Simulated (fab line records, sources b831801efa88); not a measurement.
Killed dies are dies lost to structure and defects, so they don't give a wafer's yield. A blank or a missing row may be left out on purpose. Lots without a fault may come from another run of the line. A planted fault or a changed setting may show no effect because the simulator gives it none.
fab line records | flow sky130
record lots=7 wafers=21 last_day=48
route steps=708 shown METAL4@637 VIA4@639 PAD_OPEN@708
lots that met no fault: from a run of the same line without faults
start_h: hours from the record's first day to the start of the lot's first wafer shown | wait_h: hours since the lot's step before | " the same as in the row above | L1.1+2: a row that stands for several wafers | - no value, or no start given | * or withheld: withheld | < > ~ a bound
route shown NAME@n: a module of which the file shows steps, and the number in the route of the first | usual: mean/standard deviation of fault-free wafers | same: alike in all rows | chamber/n: place in a boat | sites: the reading at each site | _std_site: their standard deviation | _edge_site: outer sites' mean less inner sites' | radius_mm: how far each site lies from the wafer's centre | mask NAME#n: copy n | behind: the tool/chamber that last shaped the wafer | hold: why the lot was held/for how many hours/how that ended | device: the transistor (n, p or np) that didn't switch | end of line: the same wafers' tests at the end of the route | a step without rows: its recipe alone | killed: dies lost to structure and defects at the first sort, not the wafer's yield | map: a wafer's dies, x killed, . not, _ none there
set.NAME: the setting as run; set.NAME@STEP: as run at that earlier step | model.NAME: the simulator's own value behind a step, which no gauge read
lots at some steps of the route; a table a step, a row a wafer
services: from which hour (start_h, from the record's first day; less than 0 if before it) a tool's chamber was out of use, for how many hours, and why
## steps
# step SKY_METAL4_CLEAN_21
# recipe chemistry=IPA time_s=180 temp_c=25
# step SKY_METAL4_CLEAN_22
# recipe chemistry=O3/DIW dry=n2_spin
# step SKY_VIA4_HDPCVD_00
# recipe material=SiO2 target_thk_nm=1750 sigma_open_frac=0.3 time_s=291.7 temp_c=400 sih4_flow_sccm=60 pressure_mtorr=6
# step SKY_VIA4_THK_MEAS_01
# recipe reads=SiO2_of_VIA4_HDPCVD_00
# usual VIA4_HDPCVD_THK=1747/17
# columns lot.wafer tool chamber start_h wait_h VIA4_HDPCVD_THK[nm]
L791.3 film_metro-01 - 988.42 0.1 1775
L791.5 " - " " 1770
L791.6 " - " " 1761
L795.1 film_metro-01 - 1018.14 0.1 1761
L795.3 " - " " 1736
L795.5 " - " " 1753
L796.3 film_metro-04 - 1027.24 0.1 1739
L796.5 " - " " 1728
L796.6 " - " " 1720
L798.3 film_metro-03 - 1032.96 0.1 1725
L798.4 " - " " 1758
L798.5 " - " " 1736
L801.1 film_metro-03 - 1060.21 0.1 1782
L801.2 " - " " 1746
L801.5 " - " " 1762
L803.1 film_metro-04 - 1065.78 0.1 1766
L803.4 " - " " 1771
L803.6 " - " " 1746
L805.1 film_metro-01 - 1081.04 0.1 1748
L805.5 " - " " 1753
L805.6 " - " " 1733
# step SKY_VIA4_CMP_02
# recipe material=SiO2 down_force_psi=4 platen_rpm=60 pad_velocity_m_s=0.94248
# usual head_pressure_psi=4.000/0.0078 motor_current_A=11.9/0.79
# columns lot.wafer tool chamber start_h wait_h head_pressure_psi motor_current_A
L791.3 cmp-02 0 988.51 0.1 3.988 12.2
L791.6 " 3 " " 4.000 10.4
L791.5 " 0 " " 3.994 11.4
L795.3 cmp-02 3 1018.20 0.0 4.012 11.3
L795.1 " 2 " " 3.994 12.0
L795.5 " 3 " " 4.000 10.8
L796.3 cmp-02 3 1027.38 0.1 4.005 10.7
L796.5 " 1 " " 4.005 12.0
L796.6 " 2 " " 4.001 12.1
L798.3 cmp-02 0 1033.11 0.1 4.007 12.5
L798.4 " 1 " " 4.003 11.8
L798.5 " 3 " " 3.999 10.3
L801.1 cmp-02 0 1060.32 0.1 3.997 11.9
L801.2 " 2 " " 3.987 11.9
L801.5 " 0 " " 3.988 12.8
L803.1 cmp-02 2 1065.84 0.1 4.007 12.0
L803.4 " 3 " " 4.000 10.3
L803.6 " 2 " " 4.002 11.6
L805.1 cmp-01 2 1081.10 0.1 4.006 12.6
L805.6 " 2 " " 3.991 12.1
L805.5 " 3 " " 3.997 12.1
# step SKY_VIA4_BOW_MEAS_03
# recipe mode=bow
# usual VIA4_BOW=81/8.4
# columns lot.wafer tool chamber start_h wait_h VIA4_BOW[um]
L791.3 film_metro-03 - 988.80 0.2 76
L791.5 " - " " 84
L791.6 " - " " 89
L795.1 film_metro-03 - 1018.50 0.1 64
L795.3 " - " " 73
L795.5 " - " " 68
L796.3 film_metro-01 - 1027.62 0.2 76
L796.5 " - " " 76
L796.6 " - " " 81
L798.3 film_metro-01 - 1033.40 0.2 79
L798.4 " - " " 70
L798.5 " - " " 80
L801.1 film_metro-04 - 1060.57 0.2 86
L801.2 " - " " 87
L801.5 " - " " 93
L803.1 film_metro-03 - 1066.14 0.2 95
L803.4 " - " " 87
L803.6 " - " " 88
L805.1 film_metro-03 - 1081.40 0.2 76
L805.5 " - " " 81
L805.6 " - " " 90
# step SKY_VIA4_DEHYDRATE_04
# recipe temp_c=200 time_s=60
# step SKY_VIA4_HMDS_05
# recipe prime_time_s=60 prime_temp_c=120
# step SKY_VIA4_COAT_06
# recipe resist=NOVOLAK spin_rpm=3000 resist_thk_nm=1140
# step SKY_VIA4_SOFTBAKE_07
# recipe temp_c=90 time_s=60 resist=NOVOLAK
# step SKY_VIA4_EXPOSE_08
# recipe mask_id=VIM4 na=0.6 source_shape=conventional sigma_outer=0.6 polarization=unpolarized target_cd_nm=800 dose_mj=132
# step SKY_VIA4_PEB_09
# recipe temp_c=withheld time_s=* resist=NOVOLAK
# step SKY_VIA4_DEVELOP_10
# recipe resist=NOVOLAK developer=TMAH develop_time_s=60 dev_temp_c=23
# columns lot.wafer tool chamber start_h wait_h
L791.3+5+6 litho_track-01 0 1011.92 0.1
L795.1+3+5 litho_track-01 0 1041.72 0.1
L796.3+5+6 litho_track-01 0 1051.17 0.1
L798.3+4+5 litho_track-01 0 1056.42 0.1
L801.1+2+5 litho_track-01 0 1081.77 0.1
L803.1+4+6 litho_track-02 0 1086.74 0.1
L805.1+5+6 litho_track-03 0 1101.88 0.1
# step SKY_VIA4_OVL_MEAS_11
# usual VIA4_OVL=1.2/1.3
# columns lot.wafer tool chamber start_h wait_h VIA4_OVL[nm]
L791.3 overlay-01 - 1012.03 0.1 2.7
L791.5 " - " " 1.5
L791.6 " - " " 1.3
L795.1 overlay-01 - 1041.87 0.1 0.6
L795.3 " - " " -1.6
L795.5 " - " " 1.2
L796.3 overlay-02 - 1051.28 0.1 -0.2
L796.5 " - " " 0.7
L796.6 " - " " 1.2
L798.3 overlay-02 - 1056.53 0.1 -0.3
L798.4 " - " " -0.6
L798.5 " - " " -0.1
L801.1 overlay-02 - 1081.92 0.1 3.2
L801.2 " - " " 2.2
L801.5 " - " " 0.8
L803.1 overlay-01 - 1086.89 0.1 -0.2
L803.4 " - " " 1.2
L803.6 " - " " 1.3
L805.1 overlay-02 - 1102.03 0.1 0.5
L805.5 " - " " -0.3
L805.6 " - " " 1.9
# step SKY_VIA4_ETCH_12
# recipe target=SiO2 chemistry=C4F8/O2/Ar stop_on=TiN mask_material=NOVOLAK source_w=1500 bias_w=1200 pressure_mtorr=40 c4f8_flow_sccm=withheld O2_flow_sccm=6 Ar_flow_sccm=300 time_s=withheld target_depth_a=5800
# usual oes_product_au=0.926/0.0045
# columns lot.wafer tool chamber start_h wait_h oes_product_au model.VIA4.cd_nm
L791.3 rie_diel-01 2 1012.05 0.0 0.932 799.9
L791.5 " 0 " " 0.931 796.6
L791.6 " 1 " " 0.928 797.2
L795.1 rie_diel-01 1 1041.90 0.0 0.918 802.9
L795.3 " 0 " " 0.927 804.7
L795.5 " 3 " " 0.925 804.7
L796.3 rie_diel-01 3 1051.30 0.0 0.934 799.2
L796.5 " 2 " " 0.919 784.7
L796.6 " 3 " " 0.929 785.9
L798.3 rie_diel-01 3 1056.55 0.0 0.921 801.4
L798.4 " 0 " " 0.924 802.6
L798.5 " 2 " " 0.933 784.7
L801.1 rie_diel-01 3 1081.95 0.0 0.930 788.9
L801.2 " 0 " " 0.928 800.8
L801.5 " 0 " " 0.924 788.4
L803.1 rie_diel-04 3 1086.93 0.0 0.927 796.7
L803.4 " 0 " " 0.933 796.2
L803.6 " 2 " " 0.924 798.3
L805.1 rie_diel-02 0 1102.06 0.0 0.927 801.7
L805.5 " 3 " " 0.929 802.8
L805.6 " 2 " " 0.922 801.2
# step SKY_VIA4_STRIP_13
# recipe chemistry=O2/N2 power_w=1400 pressure_mtorr=1500 platen_temp_c=withheld o2_flow_sccm=3000 n2_flow_sccm=300 overash_fraction=0.5
# usual drypump_motor_current_A=5.7/0.44 oes_product_au=0.710/0.0047 strip_time_to_endpoint_s=12.811/0.03
# columns lot.wafer tool chamber start_h wait_h drypump_motor_current_A oes_product_au rf_hours_counter_h strip_time_to_endpoint_s
L791.3 plasma_asher-02 1 1012.16 - 5.1 0.708 - 12.802
L791.5 " 0 " " 6.6 0.713 - 12.796
L791.6 " 1 " " 5.1 0.713 - 12.798
L795.1 plasma_asher-01 1 1041.98 - 5.6 0.710 30 12.795
L795.3 " 0 " " 5.6 0.706 - 12.813
L795.5 " 0 " " 5.6 0.719 - 12.813
L796.3 plasma_asher-01 1 1051.41 - 5.7 0.709 - 12.814
L796.5 " 1 " " 5.6 0.712 - 12.802
L796.6 " 0 " " 5.7 0.707 - 12.832
L798.3 plasma_asher-04 0 1056.66 - 5.6 0.708 - 12.789
L798.4 " 1 " " 5.9 0.704 - 12.836
L798.5 " 1 " " 5.9 0.708 - 12.756
L801.1 plasma_asher-02 0 1082.03 - 6.6 0.708 1 12.815
L801.2 " 1 " " 5.1 0.709 1 12.797
L801.5 " 0 " " 6.6 0.715 - 12.763
L803.1 plasma_asher-01 1 1087.00 - 5.7 0.709 35 12.818
L803.4 " 0 " " 5.6 0.712 - 12.826
L803.6 " 0 " " 5.7 0.709 - 12.794
L805.1 plasma_asher-02 0 1102.13 - 6.6 0.707 3 12.840
L805.5 " 0 " " 6.6 0.706 - 12.813
L805.6 " 1 " " 5.1 0.713 - 12.808
# step SKY_PAD_OPEN_PROBE_99
# usual defect_limited_yield=82.7/1.9 killed_at_M0_to_M3=43/7.3 killed_at_M4_up=3.1/1.7 killed_at_contacts=25/5.3 killed_at_front_end=14/4.1 killed_at_other=0.3/0.56 killed_dies=85/9.4 killed_open=46/7.4 killed_short=38/5.8 sort_bin_3_pad_short=0.8/0.4 sort_bin_5_function=10.2/1.5 sort_bin_6_memory=6.2/1.2 sort_n_pass=407/9.4 sort_yield_pct=82.7/1.9
# same gross_dies=492 killed_at_back_side=0 sort_bin_4_leakage[%]=0 sort_bin_8_speed[%]=0
# columns lot.wafer tool chamber start_h wait_h defect_limited_yield[%] killed_at_M0_to_M3 killed_at_M4_up killed_at_contacts killed_at_front_end killed_at_other killed_dies killed_open killed_short sort_bin_3_pad_short[%] sort_bin_5_function[%] sort_bin_6_memory[%] sort_n_pass sort_yield_pct[%]
L795.1 prober-02 - 1109.55 0.1 85.0 33 3 26 11 1 74 41 32 0.4 9.1 5.5 418 85.0
L795.3 prober-02 - 1109.65 0.2 82.1 57 3 19 9 0 88 51 37 1.2 9.1 7.5 404 82.1
L795.5 prober-02 - 1109.75 0.2 80.5 39 4 36 16 1 96 48 47 1.2 12.4 5.9 396 80.5
# killed by level:class
L795.1 CONTACT:geometric_particle:open=11 VIA1:geometric_particle:open=8 LI_CONTACT:geometric_particle:open=6 CONTACT:geometric_particle:short=6 METAL1:geometric_particle:short=5 VIA3:geometric_particle:open=5 VIA1:geometric_particle:short=5 METAL4:geometric_particle:short=3
L795.3 VIA1:geometric_particle:open=11 VIA2:geometric_particle:open=9 VIA3:geometric_particle:open=8 LI_CONTACT:geometric_particle:open=6 CONTACT:geometric_particle:short=6 METAL3:geometric_particle:short=6 METAL1:geometric_particle:short=5 METAL1:geometric_particle:open=5
L795.5 VIA1:geometric_particle:open=13 CONTACT:geometric_particle:open=11 CONTACT:geometric_particle:short=8 LI_CONTACT:geometric_particle:open=6 VIA3:geometric_particle:open=5 LI_CONTACT:geometric_particle:short=5 LOCAL_INTERCONNECT:geometric_particle:short=5 METAL2:geometric_particle:short=5
## services
# columns tool chamber start_h hours kind
rie_diel-02 3 979.19 4.8 repair
plasma_asher-02 - 984.57 0.7 repair
litho_track-01 - 987.01 - consumable_replace:filter
rie_diel-02 1 1013.81 16.5 repair
cmp-01 - 1017.35 0.9 repair
plasma_asher-01 - 1024.29 0.7 repair
rie_diel-02 0 1028.69 2.1 repair
plasma_asher-04 - 1039.48 3.6 repair
plasma_asher-02 - 1046.20 15.6 pm
cmp-01 - 1052.90 5.4 repair
rie_diel-02 2 1057.00 4.5 repair
plasma_asher-02 - 1061.80 9.0 pm
plasma_asher-02 0 1061.80 9.0 vent_cycle
plasma_asher-02 1 1061.80 9.0 vent_cycle
plasma_asher-02 0 1070.80 - clean
plasma_asher-02 1 1070.80 - clean
cmp-01 - 1084.11 4.0 pm
cmp-01 - 1088.11 - consumable_replace:conditioner
cmp-01 - 1088.11 - consumable_replace:pad
cmp-01 - 1093.94 9.8 pm
## key
first_sign none at tools or gauges
model_effect step=SKY_VIA4_ETCH_12 value=VIA4.cd_nm without=799.7 struck=786.5
met_at SKY_VIA4_DEVELOP_10
struck_wafers L796.5,L796.6,L798.5,L801.1,L801.5
onset_between 1041.72 1051.17
fault kind=process_parameter_drift tool=litho_track-01 chamber=- onset_h=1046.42 steps=SKY_VIA4_DEVELOP_10 channel=develop_time_s offset=* shape=step end_h=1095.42 scope=struck_wafers_only acts_in=* stated=*
